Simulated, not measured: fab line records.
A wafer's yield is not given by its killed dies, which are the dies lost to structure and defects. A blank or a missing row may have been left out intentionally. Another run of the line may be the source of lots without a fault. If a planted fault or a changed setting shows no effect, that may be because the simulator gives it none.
Which tool did it? | flow sky130 | Sampling: 24 lots, 72 wafers, 5 of 708 route steps

WHAT THE GAUGES SHOWED, per wafer
SKY_METAL1_OVL_MEAS_16.
lot  | measured     | on         | METAL1_OVL (nm)
L074 | day 32 06:55 | overlay-01 | 3 8 5
L076 | day 33 09:22 | overlay-01 | 0 2 0
L075 | day 33 15:31 | overlay-02 | 14 16 9
L078 | day 33 22:34 | overlay-02 | 0 -7 4
L077 | day 34 03:52 | overlay-02 | 11 0 11
L079 | day 34 13:58 | overlay-01 | -3 -7 -8
L080 | day 34 16:19 | overlay-01 | -2 -5 3
L081 | day 34 21:22 | overlay-02 | 0 8 -2
L082 | day 35 03:58 | overlay-02 | -2 2 -1
L083 | day 35 08:43 | overlay-01 | 6 10 9
L084 | day 36 04:16 | overlay-01 | 12 8 16
L085 | day 36 06:16 | overlay-01 | 1 0 2
L086 | day 36 06:58 | overlay-02 | 6 5 3
L087 | day 36 09:31 | overlay-01 | 6 9 0
L088 | day 36 20:31 | overlay-01 | 15 13 16
L090 | day 38 03:01 | overlay-01 | 13 11 16
L089 | day 38 04:25 | overlay-01 | 11 4 4
L091 | day 38 10:19 | overlay-01 | 3 -5 5
L093 | day 38 17:31 | overlay-02 | 5 3 5
L094 | day 38 18:13 | overlay-01 | 7 -2 4
L092 | day 38 19:55 | overlay-02 | 8 10 4
L096 | day 39 07:40 | overlay-02 | 3 -2 -3
L095 | day 39 09:34 | overlay-01 | 6 11 8
L097 | day 39 22:43 | overlay-02 | 13 8 15

SKY_VIA2_OVL_MEAS_13.
lot  | measured     | on         | VIA2_OVL (nm)
L074 | day 35 13:55 | overlay-01 | 0 5 4
L076 | day 36 14:22 | overlay-02 | -3 -8 0
L075 | day 36 20:46 | overlay-02 | 2 10 3
L078 | day 37 03:31 | overlay-01 | 9 8 7
L077 | day 37 11:25 | overlay-02 | -8 2 0
L079 | day 38 00:43 | overlay-01 | 0 0 1
L080 | day 38 01:53 | overlay-01 | 5 3 5
L081 | day 38 05:40 | overlay-02 | 3 8 1
L082 | day 38 10:22 | overlay-02 | -5 3 0
L083 | day 38 17:52 | overlay-02 | 1 2 3
L084 | day 39 13:40 | overlay-01 | 12 11 11
L085 | day 39 14:19 | overlay-02 | 0 7 3
L086 | day 39 14:40 | overlay-02 | 3 8 6
L087 | day 39 18:04 | overlay-02 | 3 8 7
L088 | day 40 03:04 | overlay-02 | -2 -1 5
L090 | day 41 07:28 | overlay-02 | 10 5 9
L089 | day 41 10:37 | overlay-02 | 2 0 2
L091 | day 41 17:59 | overlay-01 | 1 2 6
L093 | day 41 22:37 | overlay-01 | 6 0 6
L094 | day 41 23:10 | overlay-02 | 5 4 7
L092 | day 42 00:46 | overlay-01 | -5 -7 -8
L096 | day 42 12:34 | overlay-02 | -1 3 -3
L095 | day 42 13:04 | overlay-01 | 0 1 0
L097 | day 43 03:13 | overlay-01 | -13 -13 -13

TOOL THAT RAN EACH LOT (tool first, then ch and the chambers of the sampled wafers, then the start)
lot  | SKY_CONTACT_CMP_27            | SKY_METAL1_DESCUM_17              | SKY_VIA1_ETCH_14
L074 | cmp-01 ch 0,3, day 31 02:19   | rie-metal-03 ch 0,1, day 32 06:57 | rie-diel-03 ch 1,2, day 33 11:04
L076 | cmp-02 ch 0,1,3, day 32 06:42 | rie-metal-04 ch 0,1, day 33 09:24 | rie-diel-03 ch 2,3, day 34 11:03
L075 | cmp-01 ch 0,2, day 32 12:37   | rie-metal-04 ch 0,1, day 33 15:34 | rie-diel-04 ch 1,2, day 34 17:18
L078 | cmp-01 ch 2,3, day 32 20:21   | rie-metal-01 ch 0,1, day 33 22:35 | rie-diel-01 ch 2,3, day 34 23:35
L077 | cmp-02 ch 0,1,3, day 33 02:02 | rie-metal-03 ch 0,1, day 34 03:53 | rie-diel-04 ch 0,1, day 35 04:36
L079 | cmp-02 ch 0,2,3, day 33 12:24 | rie-metal-01 ch 0,1, day 34 13:59 | rie-diel-04 ch 1,2,3, day 35 14:44
L080 | cmp-02 ch 1,2,3, day 33 15:28 | rie-metal-03 ch 0,1, day 34 16:20 | rie-diel-03 ch 1,2,3, day 35 16:24
L081 | cmp-01 ch 0,1, day 33 20:12   | rie-metal-03 ch 1, day 34 21:25   | rie-diel-01 ch 1,2, day 35 21:21
L082 | cmp-01 ch 0,2,3, day 34 03:22 | rie-metal-03 ch 1, day 35 03:59   | rie-diel-03 ch 2,3, day 36 05:56
L083 | cmp-02 ch 0,1,2, day 34 09:13 | rie-metal-03 ch 1, day 35 08:46   | rie-diel-04 ch 1,3, day 36 10:57
L084 | cmp-01 ch 0,1,2, day 35 04:09 | rie-metal-03 ch 0,1, day 36 04:17 | rie-diel-03 ch 0,3, day 37 06:29
L085 | cmp-01 ch 1,2,3, day 35 05:34 | rie-metal-01 ch 0,1, day 36 06:18 | rie-diel-04 ch 0,1,3, day 37 06:48
L086 | cmp-02 ch 1,3, day 35 05:38   | rie-metal-03 ch 0, day 36 06:59   | rie-diel-03 ch 0,1,3, day 37 07:36
L087 | cmp-01 ch 1,2,3, day 35 08:34 | rie-metal-03 ch 0,1, day 36 09:32 | rie-diel-03 ch 2,3, day 37 13:24
L088 | cmp-01 ch 0,1,3, day 35 18:22 | rie-metal-04 ch 0,1, day 36 20:33 | rie-diel-01 ch 1,2, day 37 23:49
L090 | cmp-02 ch 0,2, day 36 23:38   | rie-metal-04 ch 0,1, day 38 03:02 | rie-diel-03 ch 2,3, day 39 05:45
L089 | cmp-01 ch 0,1,3, day 37 01:01 | rie-metal-03 ch 0,1, day 38 04:27 | rie-diel-04 ch 0,1,3, day 39 06:42
L091 | cmp-01 ch 2,3, day 37 07:22   | rie-metal-04 ch 0,1, day 38 10:21 | rie-diel-04 ch 1,2,3, day 39 13:23
L093 | cmp-01 ch 0,2,3, day 37 15:43 | rie-metal-01 ch 0,1, day 38 17:32 | rie-diel-01 ch 1,2, day 39 20:15
L094 | cmp-02 ch 0,3, day 37 15:59   | rie-metal-04 ch 0,1, day 38 18:15 | rie-diel-04 ch 0,1,2, day 39 20:47
L092 | cmp-02 ch 0,2,3, day 37 17:46 | rie-metal-03 ch 0,1, day 38 19:57 | rie-diel-01 ch 1,2, day 39 22:05
L096 | cmp-02 ch 0,1,3, day 38 06:04 | rie-metal-03 ch 0,1, day 39 07:41 | rie-diel-01 ch 0,3, day 40 09:51
L095 | cmp-01 ch 0,2,3, day 38 08:27 | rie-metal-01 ch 0,1, day 39 09:35 | rie-diel-03 ch 0,1,2, day 40 11:36
L097 | cmp-01 ch 1,2, day 38 21:58   | rie-metal-04 ch 0,1, day 39 22:44 | rie-diel-01 ch 0,2,3, day 41 00:12
- SKY_CONTACT_CMP_27: polishes, stops on SiO2, t overpolish 15 s, target thk 0 nm.
- SKY_METAL1_DESCUM_17: chemistry O2, time 8 s.
- SKY_VIA1_ETCH_14: etches BARC in N2/H2, stops on SiO2, time 45.9 s, target depth 60 nm.

WHAT THE TOOLS THEMSELVES READ (means of the sampled wafers that have a number; where no wafer has one, the mark that the record gives instead)
SKY_CONTACT_CMP_27.
lot  | tool   | motor-current-A (A) | overpolish-run-s (s) | platen-rpm (rpm) | retaining-ring-pressure-frac | time-to-endpoint-s (s)
L074 | cmp-01 | 10.4                | 15.004               | 59.99            | 0.994                        | 89
L076 | cmp-02 | 11.1                | 15.006               | 59.98            | 0.999                        | 84
L075 | cmp-01 | 11.0                | 14.997               | 60.02            | 0.997                        | 82
L078 | cmp-01 | 11.7                | 15.017               | 59.99            | 0.994                        | 79
L077 | cmp-02 | 11.4                | 14.985               | 59.99            | 1.004                        | 84
L079 | cmp-02 | 11.2                | 14.991               | 59.95            | 1.000                        | 81
L080 | cmp-02 | 11.2                | 15.000               | 60.05            | 1.000                        | 81
L081 | cmp-01 | 11.5                | 15.011               | 59.99            | 0.999                        | 86
L082 | cmp-01 | 11.0                | 15.003               | 60.01            | 1.000                        | 80
L083 | cmp-02 | 10.7                | 14.995               | 59.99            | 0.999                        | 83
L084 | cmp-01 | 11.9                | 15.005               | 60.01            | 0.999                        | 88
L085 | cmp-01 | 11.4                | 15.000               | 60.00            | 1.001                        | 88
L086 | cmp-02 | 11.8                | 14.993               | 60.00            | 1.000                        | 82
L087 | cmp-01 | 11.6                | 14.999               | 60.01            | 1.000                        | 84
L088 | cmp-01 | 11.0                | 15.002               | 59.96            | 0.997                        | 83
L090 | cmp-02 | 10.1                | 14.994               | 59.98            | 0.995                        | 83
L089 | cmp-01 | 10.8                | 14.993               | 59.99            | 0.997                        | 85
L091 | cmp-01 | 11.4                | 14.994               | 60.03            | 0.999                        | 81
L093 | cmp-01 | 11.1                | 14.999               | 59.99            | 0.998                        | 84
L094 | cmp-02 | 11.3                | 15.001               | 59.99            | 1.000                        | 81
L092 | cmp-02 | 10.8                | 15.008               | 60.00            | 1.002                        | 80
L096 | cmp-02 | 11.5                | 15.002               | 60.01            | 0.998                        | 85
L095 | cmp-01 | 11.5                | 15.008               | 60.01            | 1.000                        | 89
L097 | cmp-01 | 12.6                | 15.008               | 60.01            | 0.999                        | 85

SKY_METAL1_DESCUM_17.
lot  | tool         | chamber-pressure-mTorr (mTorr) | drypump-motor-current-A (A) | oes-product-au (a.u.)
L074 | rie-metal-03 | 9.991                          | 5.8                         | 0.994
L076 | rie-metal-04 | 9.999                          | 5.6                         | 0.993
L075 | rie-metal-04 | 9.993                          | 6.0                         | 0.997
L078 | rie-metal-01 | 10.004                         | 5.7                         | 1.007
L077 | rie-metal-03 | 10.003                         | 5.9                         | 0.995
L079 | rie-metal-01 | 10.004                         | 5.7                         | 1.007
L080 | rie-metal-03 | 10.007                         | 5.8                         | 0.994
L081 | rie-metal-03 | 10.004                         | 5.7                         | 0.996
L082 | rie-metal-03 | 9.994                          | 5.6                         | 0.993
L083 | rie-metal-03 | 9.997                          | 5.7                         | 1.002
L084 | rie-metal-03 | 9.996                          | 5.9                         | 1.008
L085 | rie-metal-01 | 9.993                          | 5.7                         | 0.999
L086 | rie-metal-03 | 10.007                         | 6.0                         | 1.005
L087 | rie-metal-03 | 9.997                          | 5.9                         | 1.000
L088 | rie-metal-04 | 10.013                         | 6.0                         | 0.992
L090 | rie-metal-04 | 10.001                         | 6.0                         | 1.005
L089 | rie-metal-03 | 9.999                          | 5.9                         | 0.991
L091 | rie-metal-04 | 9.990                          | 6.0                         | 0.989
L093 | rie-metal-01 | 9.997                          | 5.7                         | 0.996
L094 | rie-metal-04 | 9.998                          | 6.0                         | 0.993
L092 | rie-metal-03 | 9.999                          | 5.9                         | 1.001
L096 | rie-metal-03 | 9.993                          | 5.9                         | 0.999
L095 | rie-metal-01 | 9.994                          | 5.7                         | 1.001
L097 | rie-metal-04 | 10.006                         | 5.5                         | 0.992

SKY_VIA1_ETCH_14.
lot  | tool        | chamber-pressure-mTorr (mTorr) | drypump-motor-current-A (A) | n2-flow-sccm (sccm) | oes-product-au (a.u.) | throttle-valve-pct (%)
L074 | rie-diel-03 | 30.00                          | 5.8                         | 99.65               | 0.861                 | 13.222
L076 | rie-diel-03 | 29.99                          | 5.8                         | 99.86               | 0.849                 | 13.226
L075 | rie-diel-04 | 30.00                          | 5.9                         | 100.17              | 0.854                 | 13.215
L078 | rie-diel-01 | 29.98                          | 6.3                         | 99.95               | 0.857                 | 13.229
L077 | rie-diel-04 | 29.99                          | 5.5                         | 99.98               | 0.852                 | 13.222
L079 | rie-diel-04 | 29.98                          | 5.7                         | 99.42               | 0.851                 | 13.230
L080 | rie-diel-03 | 29.98                          | 5.8                         | 99.79               | 0.854                 | 13.224
L081 | rie-diel-01 | 29.99                          | 5.9                         | 99.74               | 0.851                 | 13.228
L082 | rie-diel-03 | 30.00                          | 5.8                         | 100.04              | 0.856                 | 13.227
L083 | rie-diel-04 | 29.97                          | 5.6                         | 99.98               | 0.859                 | 13.217
L084 | rie-diel-03 | 29.98                          | 5.5                         | 99.85               | 0.856                 | 13.222
L085 | rie-diel-04 | 30.00                          | 5.5                         | 99.84               | 0.855                 | 13.230
L086 | rie-diel-03 | 30.02                          | 5.7                         | 100.14              | 0.852                 | 13.228
L087 | rie-diel-03 | 30.01                          | 5.8                         | 99.94               | 0.858                 | 13.230
L088 | rie-diel-01 | 29.96                          | 5.7                         | 100.04              | 0.855                 | 13.234
L090 | rie-diel-03 | 30.00                          | 5.8                         | 99.94               | 0.856                 | 13.222
L089 | rie-diel-04 | 29.99                          | 5.5                         | 99.93               | 0.858                 | 13.223
L091 | rie-diel-04 | 29.96                          | 5.7                         | 99.78               | 0.853                 | 13.222
L093 | rie-diel-01 | 29.96                          | 5.6                         | 99.96               | 0.854                 | 13.220
L094 | rie-diel-04 | 30.00                          | 5.7                         | 100.16              | 0.851                 | 13.223
L092 | rie-diel-01 | 30.01                          | 5.7                         | 99.93               | 0.857                 | 13.227
L096 | rie-diel-01 | 30.00                          | 6.1                         | 99.98               | 0.857                 | 13.228
L095 | rie-diel-03 | 29.98                          | 5.7                         | 99.76               | 0.856                 | 13.224
L097 | rie-diel-01 | 29.99                          | 6.2                         | 99.85               | 0.858                 | 13.239

THE ANSWER, worked out from the rows above alone
Rule: the usual values come from the lots themselves. The widest of any qualifying gaps counts: lots, ordered by their means at a reading, are off when they make up no more than a third of the lots, leave a main group of 4 or more, and stand apart from it by 3 or more times the standard deviation of that group's means. A main group whose means are all the same, to the digits that the tables above print for the reading, isn't used. A lot without any number at a reading at which 4 lots or more have one is off too. Any other lot the step has rows for is counted as sound. First the gauges in route order, then the tools' own readings, where a lot's mean is used as printed above. At the first step where some lot is off, the reading lying furthest off is the one used; lots without a number count as furthest.
Nothing can be told from this: no lot is off at any reading shown.

WHAT HAD BEEN PUT IN BY THE SIMULATOR
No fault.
